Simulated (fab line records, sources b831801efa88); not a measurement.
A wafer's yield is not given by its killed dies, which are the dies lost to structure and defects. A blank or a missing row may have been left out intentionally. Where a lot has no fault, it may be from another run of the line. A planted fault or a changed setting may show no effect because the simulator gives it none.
fab line records	flow sky130
[record] lots = 5	wafers = 15	lastDay = 50
route steps=708 shown CONTACT@426 METAL1@434 PAD_OPEN@708
lots untouched by any fault: they come from a run of this same line in which no faults occurred
startH: the number of hours between the record's first day and the start of the first shown wafer of the lot	waitH: hours from the lot's prior step to this one	" identical to the entry in the row above	L1.1+2: one row covering several wafers at once	- either no value or no given start	* or withheld: withheld	< > ~ a bound
route shown NAME@n: a module of which the file shows steps, and the number in the route of the first	usual: average and standard deviation across the fault-free wafers	same: alike in all rows	chamber/n: place in a boat	sites: the reading at each site	_std_site: standard deviation of those values	_edge_site: inner sites' mean taken away from outer sites' mean	radiusMm: how far each site lies from the wafer's centre	mask NAME#n: copy n	behind: the last tool/chamber to shape the wafer	hold: what put the lot on hold/how long, in hours/how the hold closed	device: names the non-switching transistor (n, p or np)	end of line: tests run on the same wafers once the route is complete	a step given without rows: its recipe and nothing more	killed: dies lost to structure and defects at the first sort, not the wafer's yield	map: a wafer's dies, marking killed ones x, the rest . and places with no die _
set.NAME: the setting as run; set.NAME@STEP: as run at that earlier step	model.NAME: the simulator's own value behind a step, which no gauge read
lots seen at some steps along the route; tables by step, rows by wafer
services: the hour from which a tool's chamber was out of use, counted from the record's first day as startH (under 0 if before that day), plus the number of hours and why
[[steps]]
[step SKY_CONTACT_STRIP_20]
[recipe] chemistry = postEtchResidueRemover	timeS = 1200	tempC = 72.5
[step SKY_CONTACT_CLEAN_21]
[recipe] chemistry = IPA	timeS = 180	tempC = 25
[step SKY_CONTACT_CLEAN_22]
[recipe] chemistry = O3/DIW	dry = n2Spin
[step SKY_CONTACT_SPUTTER_23]
[recipe] material = TiN	targetThkNm = 20	chamberPressurePa = 5	powerW = 4000	timeS = 80
[usual] chamberPressurePa = 5.001/0.01	throttleValvePct = 30.5/1.3
lot.wafer	tool	chamber	startH	waitH	chamberPressurePa	throttleValvePct
L470.2	pvdSputter-04	-	741.67	0.0	5.003	31.8
L470.3	"	-	"	"	5.005	28.3
L470.4	"	-	"	"	5.008	32.8
L483.2	pvdSputter-04	-	836.02	0.0	5.005	32.4
L483.4	"	-	"	"	5.013	30.2
L483.5	"	-	"	"	5.008	31.8
L492.1	pvdSputter-04	-	900.77	0.0	4.998	31.6
L492.2	"	-	"	"	5.008	28.2
L492.6	"	-	"	"	4.996	28.3
L491.1	pvdSputter-03	-	901.27	0.0	4.992	29.8
L491.3	"	-	"	"	5.012	32.7
L491.5	"	-	"	"	4.994	28.3
L493.2	pvdSputter-04	-	906.52	0.0	4.997	31.8
L493.3	"	-	"	"	5.001	30.2
L493.6	"	-	"	"	4.997	30.6
[step SKY_CONTACT_CVD_24]
[recipe] material = W	targetThkNm = 340	timeS = 102.12	tempC = 400	pressureTorr = 40
[usual] heaterPowerW = 938/94
lot.wafer	tool	chamber	startH	waitH	heaterPowerW
L470.2	cvdW-01	0	741.73	0.0	975
L470.3	"	1	"	"	1076
L470.4	"	0	"	"	970
L483.2	cvdW-01	1	836.08	0.0	1057
L483.4	"	0	"	"	979
L483.5	"	0	"	"	1003
L492.1	cvdW-01	0	900.83	0.0	1001
L492.2	"	1	"	"	1051
L492.6	"	1	"	"	1043
L491.1	cvdW-02	1	901.33	0.0	934
L491.3	"	1	"	"	933
L491.5	"	0	"	"	810
L493.2	cvdW-02	0	906.58	0.0	810
L493.3	"	1	"	"	926
L493.6	"	1	"	"	967
[step SKY_CONTACT_RS_MEAS_25]
[recipe] thkMeasGauge = four-point-probe	reads = W_of_CONTACT_CVD_24+TiN_of_CONTACT_SPUTTER_23
[usual] CONTACT_W_RS = 0.339/0.0035
lot.wafer	tool	chamber	startH	waitH	CONTACT_W_RS[ohm/sq]
L470.2	filmMetro-03	-	741.86	0.1	0.335
L470.3	"	-	"	"	0.336
L470.4	"	-	"	"	0.330
L483.2	filmMetro-03	-	836.21	0.1	0.336
L483.4	"	-	"	"	0.338
L483.5	"	-	"	"	0.334
L492.1	filmMetro-04	-	900.94	0.1	0.341
L492.2	"	-	"	"	0.346
L492.6	"	-	"	"	0.341
L491.1	filmMetro-04	-	901.44	0.1	0.337
L491.3	"	-	"	"	0.333
L491.5	"	-	"	"	0.338
L493.2	filmMetro-01	-	906.71	0.1	0.341
L493.3	"	-	"	"	0.339
L493.6	"	-	"	"	0.336
[step SKY_CONTACT_THK_MEAS_26]
[recipe] thkMeasGauge = xrf	reads = W_of_CONTACT_CVD_24
[usual] CONTACT_W_THK = 335/4.3
lot.wafer	tool	chamber	startH	waitH	CONTACT_W_THK[nm]
L470.2	filmMetro-03	-	741.97	0.1	339
L470.3	"	-	"	"	337
L470.4	"	-	"	"	343
L483.2	filmMetro-03	-	836.32	0.1	334
L483.4	"	-	"	"	334
L483.5	"	-	"	"	337
L492.1	filmMetro-04	-	901.06	0.1	335
L492.2	"	-	"	"	327
L492.6	"	-	"	"	335
L491.1	filmMetro-04	-	901.56	0.1	337
L491.3	"	-	"	"	340
L491.5	"	-	"	"	337
L493.2	filmMetro-01	-	906.82	0.1	329
L493.3	"	-	"	"	332
L493.6	"	-	"	"	333
[step SKY_CONTACT_CMP_27]
[recipe] stopOn = SiO2	tOverpolishS = 15	downForcePsi = 3.5	platenRpm = 60	targetThkNm = 0	padVelocityMS = 0.94248
[step SKY_METAL1_SPUTTER_00]
[recipe] material = Ti	targetThkNm = 15	powerW = 3000	timeS = 10	chamberPressurePa = 0.4
[usual] chamberPressurePa = 0.3999/0.00077	throttleValvePct = 29.7/1.2
lot.wafer	tool	chamber	startH	waitH	chamberPressurePa	throttleValvePct
L470.2	pvdSputter-03	-	742.32	0.2	0.3996	29.5
L470.3	"	-	"	"	0.3991	31.0
L470.4	"	-	"	"	0.3996	28.4
L483.2	pvdSputter-02	-	836.67	0.1	0.3994	30.9
L483.4	"	-	"	"	0.4002	29.7
L483.5	"	-	"	"	0.3996	31.1
L492.1	pvdSputter-02	-	901.42	0.1	0.3993	30.0
L492.2	"	-	"	"	0.4021	29.6
L492.6	"	-	"	"	0.4008	31.4
L491.1	pvdSputter-01	-	901.92	0.1	0.3996	29.0
L491.3	"	-	"	"	0.3996	31.2
L491.5	"	-	"	"	0.3987	28.2
L493.2	pvdSputter-01	-	907.17	0.2	0.4000	28.2
L493.3	"	-	"	"	0.4008	28.6
L493.6	"	-	"	"	0.3996	28.6
[step SKY_METAL1_SPUTTER_01]
[recipe] material = TiN	targetThkNm = 20	powerW = 6500	timeS = 16.7	chamberPressurePa = 0.4
[usual] chamberPressurePa = 0.4000/0.0008	throttleValvePct = 29.7/1.2
lot.wafer	tool	chamber	startH	waitH	chamberPressurePa	throttleValvePct
L470.2	pvdSputter-03	-	742.34	0.0	0.3992	29.8
L470.3	"	-	"	"	0.3995	30.7
L470.4	"	-	"	"	0.3997	28.4
L483.2	pvdSputter-02	-	836.69	0.0	0.4005	31.3
L483.4	"	-	"	"	0.4005	29.8
L483.5	"	-	"	"	0.4003	30.7
L492.1	pvdSputter-02	-	901.45	0.0	0.4003	30.0
L492.2	"	-	"	"	0.4007	29.8
L492.6	"	-	"	"	0.3996	30.9
L491.1	pvdSputter-01	-	901.94	0.0	0.3998	28.9
L491.3	"	-	"	"	0.3986	31.0
L491.5	"	-	"	"	0.4010	28.4
L493.2	pvdSputter-01	-	907.19	0.0	0.4005	28.4
L493.3	"	-	"	"	0.3990	28.9
L493.6	"	-	"	"	0.3988	28.7
[step SKY_METAL1_SPUTTER_02]
[recipe] material = AlCu	targetThkNm = 250	powerW = 10600	timeS = 13.3	chamberPressurePa = 0.4
[step SKY_METAL1_SPUTTER_03]
[recipe] material = Ti	targetThkNm = 5	powerW = 3000	timeS = 3.3	chamberPressurePa = 0.4
[usual] chamberPressurePa = 0.4001/0.00076	throttleValvePct = 29.7/1.2
lot.wafer	tool	chamber	startH	waitH	chamberPressurePa	throttleValvePct
L470.2	pvdSputter-03	-	742.39	0.0	0.3995	29.7
L470.3	"	-	"	"	0.3999	30.9
L470.4	"	-	"	"	0.3988	28.2
L483.2	pvdSputter-02	-	836.74	0.0	0.3993	31.2
L483.4	"	-	"	"	0.3993	29.9
L483.5	"	-	"	"	0.3996	31.3
L492.1	pvdSputter-02	-	901.50	0.0	0.4018	30.2
L492.2	"	-	"	"	0.4005	29.8
L492.6	"	-	"	"	0.3996	30.9
L491.1	pvdSputter-01	-	901.99	0.0	0.4001	29.2
L491.3	"	-	"	"	0.3988	31.2
L491.5	"	-	"	"	0.3992	28.3
L493.2	pvdSputter-01	-	907.24	0.0	0.3988	28.0
L493.3	"	-	"	"	0.3998	28.6
L493.6	"	-	"	"	0.3994	28.8
[step SKY_METAL1_SPUTTER_04]
[recipe] material = TiN	targetThkNm = 70	powerW = 6500	timeS = 58.3	chamberPressurePa = 0.4
[usual] chamberPressurePa = 0.4000/0.00083	throttleValvePct = 29.7/1.2
lot.wafer	tool	chamber	startH	waitH	chamberPressurePa	throttleValvePct
L470.2	pvdSputter-03	-	742.41	0.0	0.4012	29.4
L470.3	"	-	"	"	0.4001	30.9
L470.4	"	-	"	"	0.3994	28.2
L483.2	pvdSputter-02	-	836.76	0.0	0.4207	30.1
L483.4	"	-	"	"	0.4007	29.8
L483.5	"	-	"	"	0.4220	30.2
L492.1	pvdSputter-02	-	901.53	0.0	0.3989	30.1
L492.2	"	-	"	"	0.4015	30.0
L492.6	"	-	"	"	0.3993	31.1
L491.1	pvdSputter-01	-	902.01	0.0	0.3999	28.8
L491.3	"	-	"	"	0.4007	30.9
L491.5	"	-	"	"	0.4009	28.3
L493.2	pvdSputter-01	-	907.26	0.0	0.4006	28.5
L493.3	"	-	"	"	0.4004	28.8
L493.6	"	-	"	"	0.3999	28.3
[step SKY_METAL1_RS_MEAS_05]
[recipe] thkMeasGauge = four-point-probe	reads = TiN_of_METAL1_SPUTTER_04+Ti_of_METAL1_SPUTTER_03+AlCu_of_METAL1_SPUTTER_02+TiN_of_METAL1_SPUTTER_01+Ti_of_METAL1_SPUTTER_00
[usual] METAL1_ALCU_RS = 0.1269/0.0015
lot.wafer	tool	chamber	startH	waitH	METAL1_ALCU_RS[ohm/sq]
L470.2	filmMetro-04	-	742.48	0.0	0.1298
L470.3	"	-	"	"	0.1280
L470.4	"	-	"	"	0.1293
L483.2	filmMetro-04	-	836.83	0.0	0.1271
L483.4	"	-	"	"	0.1262
L483.5	"	-	"	"	0.1265
L492.1	filmMetro-01	-	901.58	0.0	0.1263
L492.2	"	-	"	"	0.1267
L492.6	"	-	"	"	0.1281
L491.1	filmMetro-01	-	902.06	0.0	0.1258
L491.3	"	-	"	"	0.1273
L491.5	"	-	"	"	0.1281
L493.2	filmMetro-04	-	907.33	0.0	0.1273
L493.3	"	-	"	"	0.1274
L493.6	"	-	"	"	0.1277
[step SKY_PAD_OPEN_PROBE_99]
[usual] defectLimitedYield = 82.6/1.8	killed_at_M0_to_M3 = 44/6.3	killed_at_M4_up = 2.8/1.7	killedAtContacts = 25/5.8	killedAtFrontEnd = 14/4.4	killedAtOther = 0.3/0.49	killedDies = 86/8.7	killedOnRim = 17/4.3	killedOpen = 48/5.8	killedShort = 38/6	sort_bin_3_pad_short = 0.8/0.39	sort_bin_5_function = 10.4/1.4	sort_bin_6_memory = 6.2/1.1	sortNPass = 406/8.7	sortYieldPct = 82.6/1.8
[same] grossDies = 492	killedAtBackSide = 0	sort_bin_4_leakage[%] = 0	sort_bin_8_speed[%] = 0
lot.wafer	tool	chamber	startH	waitH	defectLimitedYield[%]	killed_at_M0_to_M3	killed_at_M4_up	killedAtContacts	killedAtFrontEnd	killedAtOther	killedDies	killedOnRim	killedOpen	killedShort	sort_bin_3_pad_short[%]	sort_bin_5_function[%]	sort_bin_6_memory[%]	sortNPass	sortYieldPct[%]
L470.2	prober-02	-	1076.80	0.1	82.5	46	4	21	15	0	86	9	45	41	0.8	10.6	6.1	406	82.5
L470.3	prober-02	-	1076.85	0.2	83.7	44	3	18	15	0	80	18	48	32	0.6	10.6	5.1	412	83.7
L470.4	prober-02	-	1076.90	0.2	79.3	46	5	28	22	1	102	16	53	49	0.8	11.8	8.1	390	79.3
L483.2	prober-01	-	1147.96	0.1	80.7	56	3	23	13	0	95	24	57	38	0.2	11.6	7.5	397	80.7
L483.4	prober-01	-	1148.06	0.2	82.1	49	1	28	10	0	88	22	52	36	0.4	12.8	4.7	404	82.1
L483.5	prober-01	-	1148.11	0.2	79.5	52	8	20	20	1	101	19	57	44	1.6	12.8	6.1	391	79.5
L492.1	prober-01	-	1195.15	0.1	80.5	54	3	23	15	1	96	19	48	48	0.8	12.6	6.1	396	80.5
L492.2	prober-01	-	1195.20	0.1	84.3	41	1	19	16	0	77	15	53	24	0.8	8.7	6.1	415	84.3
L492.6	prober-01	-	1195.40	0.2	84.6	41	6	18	11	0	76	14	40	36	1.4	9.8	4.3	416	84.6
L491.1	prober-02	-	1195.46	0.1	82.7	48	2	25	10	0	85	13	43	42	1.4	9.8	6.1	407	82.7
L491.3	prober-02	-	1195.56	0.2	84.3	41	3	19	13	1	77	19	44	33	0.6	7.9	7.1	415	84.3
L491.5	prober-02	-	1195.66	0.2	82.1	45	4	27	12	0	88	27	47	41	1.4	11.6	4.9	404	82.1
L493.2	prober-01	-	1196.70	0.1	82.3	55	6	16	10	0	87	17	50	37	0.8	11.0	5.9	405	82.3
L493.3	prober-01	-	1196.75	0.2	85.2	46	2	19	6	0	73	13	39	34	1.4	6.9	6.5	419	85.2
L493.6	prober-01	-	1196.90	0.2	83.7	44	3	17	15	1	80	16	43	37	0.4	9.6	6.3	412	83.7
// killed by level:class
L470.2 VIA2:geometricParticle:open=8 VIA1:geometricParticle:open=8 METAL2:geometricParticle:short=8 CONTACT:geometricParticle:open=7 LI_CONTACT:geometricParticle:open=5 METAL1:geometricParticle:short=5 POLY_GATE:geometricParticle:short=4 LI_CONTACT:geometricParticle:short=4
L470.3 CONTACT:geometricParticle:open=11 VIA1:geometricParticle:open=9 VIA3:geometricParticle:open=8 METAL2:geometricParticle:short=5 VIA2:geometricParticle:short=5 VIA2:geometricParticle:open=4 VIA1:geometricParticle:short=4 POLY_GATE:geometricParticle:open=3
L470.4 LI_CONTACT:geometricParticle:open=12 VIA1:geometricParticle:open=10 VIA1:geometricParticle:short=10 FIELD_ISO:geometricParticle:open=7 CONTACT:geometricParticle:short=7 VIA3:geometricParticle:open=7 POLY_GATE:geometricParticle:open=6 VIA2:geometricParticle:open=6
L483.2 VIA1:geometricParticle:open=15 VIA3:geometricParticle:open=11 CONTACT:geometricParticle:open=9 LI_CONTACT:geometricParticle:open=7 VIA1:geometricParticle:short=7 VIA2:geometricParticle:open=6 METAL2:geometricParticle:short=5 METAL1:geometricParticle:short=4
L483.4 VIA1:geometricParticle:open=17 CONTACT:geometricParticle:open=13 VIA3:geometricParticle:open=7 LOCAL_INTERCONNECT:geometricParticle:short=6 METAL2:geometricParticle:short=6 CONTACT:geometricParticle:short=5 VIA1:geometricParticle:short=4 VIA2:geometricParticle:open=4
L483.5 VIA1:geometricParticle:open=17 VIA3:geometricParticle:open=11 POLY_GATE:geometricParticle:short=8 LOCAL_INTERCONNECT:geometricParticle:short=7 VIA3:geometricParticle:short=6 CONTACT:geometricParticle:open=5 FIELD_ISO:geometricParticle:short=4 VIA2:geometricParticle:open=4
L492.1 METAL1:geometricParticle:short=12 VIA1:geometricParticle:open=9 VIA1:geometricParticle:short=8 VIA2:geometricParticle:open=7 POLY_GATE:geometricParticle:open=6 LI_CONTACT:geometricParticle:open=6 CONTACT:geometricParticle:open=6 VIA3:geometricParticle:open=6
L492.2 VIA3:geometricParticle:open=12 CONTACT:geometricParticle:open=11 VIA1:geometricParticle:open=11 METAL1:geometricParticle:short=5 POLY_GATE:geometricParticle:open=4 VIA2:geometricParticle:open=4 SPACER:geometricParticle:open=3 LI_CONTACT:geometricParticle:open=3
L492.6 CONTACT:geometricParticle:open=9 VIA1:geometricParticle:open=8 VIA1:geometricParticle:short=6 METAL4:geometricParticle:short=6 VIA2:geometricParticle:short=5 VIA2:geometricParticle:open=4 LI_CONTACT:geometricParticle:open=4 METAL2:geometricParticle:short=4
L491.1 VIA1:geometricParticle:open=13 CONTACT:geometricParticle:open=9 LOCAL_INTERCONNECT:geometricParticle:short=6 CONTACT:geometricParticle:short=6 METAL2:geometricParticle:short=6 VIA2:geometricParticle:open=5 METAL3:geometricParticle:short=5 LI_CONTACT:geometricParticle:open=4
L491.3 VIA3:geometricParticle:open=9 VIA1:geometricParticle:open=8 VIA2:geometricParticle:open=7 CONTACT:geometricParticle:open=6 LI_CONTACT:geometricParticle:open=5 VIA1:geometricParticle:short=5 POLY_GATE:geometricParticle:short=4 CONTACT:geometricParticle:short=4
L491.5 CONTACT:geometricParticle:open=13 VIA1:geometricParticle:open=9 VIA3:geometricParticle:open=9 CONTACT:geometricParticle:short=7 METAL1:geometricParticle:short=5 VIA1:geometricParticle:short=5 VIA3:geometricParticle:short=5 FIELD_ISO:geometricParticle:short=4
L493.2 VIA1:geometricParticle:open=20 VIA2:geometricParticle:open=8 VIA1:geometricParticle:short=7 METAL2:geometricParticle:short=6 POLY_GATE:geometricParticle:short=5 CONTACT:geometricParticle:open=5 VIA3:geometricParticle:open=5 LI_CONTACT:geometricParticle:open=4
L493.3 METAL1:geometricParticle:short=11 VIA1:geometricParticle:open=10 CONTACT:geometricParticle:open=7 VIA3:geometricParticle:open=6 VIA2:geometricParticle:open=6 LOCAL_INTERCONNECT:geometricParticle:short=5 CONTACT:geometricParticle:short=3 VIA1:geometricParticle:short=3
L493.6 VIA1:geometricParticle:open=12 CONTACT:geometricParticle:open=8 VIA1:geometricParticle:short=7 METAL2:geometricParticle:short=6 POLY_GATE:geometricParticle:short=5 POLY_GATE:geometricParticle:open=5 VIA2:geometricParticle:open=5 VIA3:geometricParticle:open=4
[[services]]
tool	chamber	startH	hours	kind
pvdSputter-04	-	749.98	5.7	repair
pvdSputter-03	-	755.24	2.9	repair
cvdW-02	1	758.84	3.7	repair
pvdSputter-03	-	771.38	5.6	repair
pvdSputter-01	-	805.42	8.1	repair
pvdSputter-01	-	806.62	2.3	repair
cvdW-01	-	810.00	3.8	pm
pvdSputter-04	-	838.53	7.8	repair
pvdSputter-03	-	854.45	6.5	repair
cvdW-01	-	904.00	14.0	pm
cvdW-01	0	904.00	14.0	ventCycle
cvdW-01	1	904.00	14.0	ventCycle
[[key]]
[firstSign] step = SKY_METAL1_SPUTTER_04	reading = chamberPressurePa	direction = up	sigmas = 26	usual = 0.4000	struck = 0.4214
effect none on later readings
metAt SKY_METAL1_SPUTTER_04
struckWafers L483.2,L483.5
[fault] kind = processParameterDrift	tool = pvdSputter-02	chamber = -	onsetH = 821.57	steps = SKY_METAL1_SPUTTER_04	channel = chamberPressurePa	offset = 0.021993	shape = step	endH = 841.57	actsIn = theseRecipesOnly	stated = 0.4	scope = struckWafersOnly
